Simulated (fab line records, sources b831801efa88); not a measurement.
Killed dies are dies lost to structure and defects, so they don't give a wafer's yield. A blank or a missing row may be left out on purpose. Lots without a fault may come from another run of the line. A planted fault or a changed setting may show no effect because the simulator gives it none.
Chamber matching | flow gf180mcu | GF_CONTACT_CMP_04 on cmp-01: 4 sister chambers
The step polishes SiO2. 8 wafers are shown with their chamber, then 8 later ones without.

WAFERS WITH THEIR CHAMBER
wafer  | chamber | motor_current_A (A) | time_to_endpoint_s (s)
L932.3 | 3       | 11.7                | 117
L934.3 | 3       | 12.0                | 121
L939.3 | 0       | 13.1                | 103
L945.1 | 0       | 12.9                | 101
L945.3 | 1       | 10.4                | 116
L949.2 | 1       | 10.7                | 107
L949.5 | 2       | 11.5                | 112
L950.2 | 2       | 11.5                | 113

WAFERS WITHOUT THEIR CHAMBER
wafer  | motor_current_A (A) | time_to_endpoint_s (s)
L950.5 | 10.4                | 120
L950.6 | 11.4                | 103
L952.1 | 10.6                | 113
L952.2 | 13.0                | 104
L952.3 | 11.2                | 105
L954.1 | 12.0                | 104
L954.4 | 13.4                | 114
L954.6 | 12.9                | 111

WHICH CHAMBER EACH WENT THROUGH
wafer  | from the rows above     | in truth
L950.5 | 1                       | 1
L950.6 | 2                       | 2
L952.1 | 1                       | 1
L952.2 | 0                       | 0
L952.3 | can't be placed: 2 or 1 | 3
L954.1 | can't be placed: 2 or 3 | 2
L954.4 | 0                       | 0
L954.6 | 0                       | 0
Placed correctly: 6 of 8. Can't be placed from these rows: 2 (the true chamber is among the candidates in 1). Placed wrongly: 0.
How it was worked out, from the rows above alone: a wafer's distance from a chamber is the root of the sum, over the readings, of the square of ((its reading less the chamber's mean) divided by the reading's scatter). The wafer belongs to the nearest chamber; if the next one is less than 2 further off, it can't be placed. A chamber's mean is the mean of its shown wafers. The scatter: the root of (the sum of the squares of (reading less its chamber's mean) over the shown wafers, divided by (wafers less chambers)).
